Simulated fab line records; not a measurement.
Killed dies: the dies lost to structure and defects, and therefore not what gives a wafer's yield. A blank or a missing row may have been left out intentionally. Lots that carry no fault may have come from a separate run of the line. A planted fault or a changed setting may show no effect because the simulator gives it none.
Which tool did it? :: flow sky130 :: 7 lots (21 wafers sampled), 1 step of a 708-step route

## WHAT EACH GAUGE READ, for each wafer
SKY_GATE_OXIDE_THK_MEAS_02.
lot: L432
measured: day 13 20:07
on: filmMetro-03
GATE_OXIDE_OXIDATION_00_THK (nm): 10.15 10.14 10.21

lot: L435
measured: day 14 06:47
on: filmMetro-03
GATE_OXIDE_OXIDATION_00_THK (nm): 10.52 10.45 10.41

lot: L439
measured: day 15 17:28
on: filmMetro-01
GATE_OXIDE_OXIDATION_00_THK (nm): 10.06 10.20 10.26

lot: L442
measured: day 16 11:55
on: filmMetro-03
GATE_OXIDE_OXIDATION_00_THK (nm): 10.12 10.17 10.12

lot: L447
measured: day 18 04:54
on: filmMetro-03
GATE_OXIDE_OXIDATION_00_THK (nm): 10.36 10.36 10.41

lot: L449
measured: day 18 20:50
on: filmMetro-02
GATE_OXIDE_OXIDATION_00_THK (nm): 10.44 10.74 10.52

lot: L453
measured: day 21 03:22
on: filmMetro-03
GATE_OXIDE_OXIDATION_00_THK (nm): 10.50 10.42 10.38

## EACH LOT AND THE TOOL THAT RAN IT (in order: tool; ch and the chambers of the sampled wafers; start)
No process step before these readings appears in the record.

## THE ANSWER, worked out from the rows above alone
Rule: the lots themselves supply what counts as usual. The widest of any qualifying gaps counts: lots, ordered by their means at a reading, are off when they make up no more than a third of the lots, leave a main group of 4 or more, and stand apart from it by 3 or more times the standard deviation of that group's means. A main group is skipped when, at the precision printed for the reading in the tables above, its means are all equal. A lot without any number at a reading at which 4 lots or more have one is off too. All remaining lots with rows at the step are treated as sound.
No lot is off at any reading shown: from this, nothing can be told.

## WHAT THE SIMULATOR HAD PUT IN
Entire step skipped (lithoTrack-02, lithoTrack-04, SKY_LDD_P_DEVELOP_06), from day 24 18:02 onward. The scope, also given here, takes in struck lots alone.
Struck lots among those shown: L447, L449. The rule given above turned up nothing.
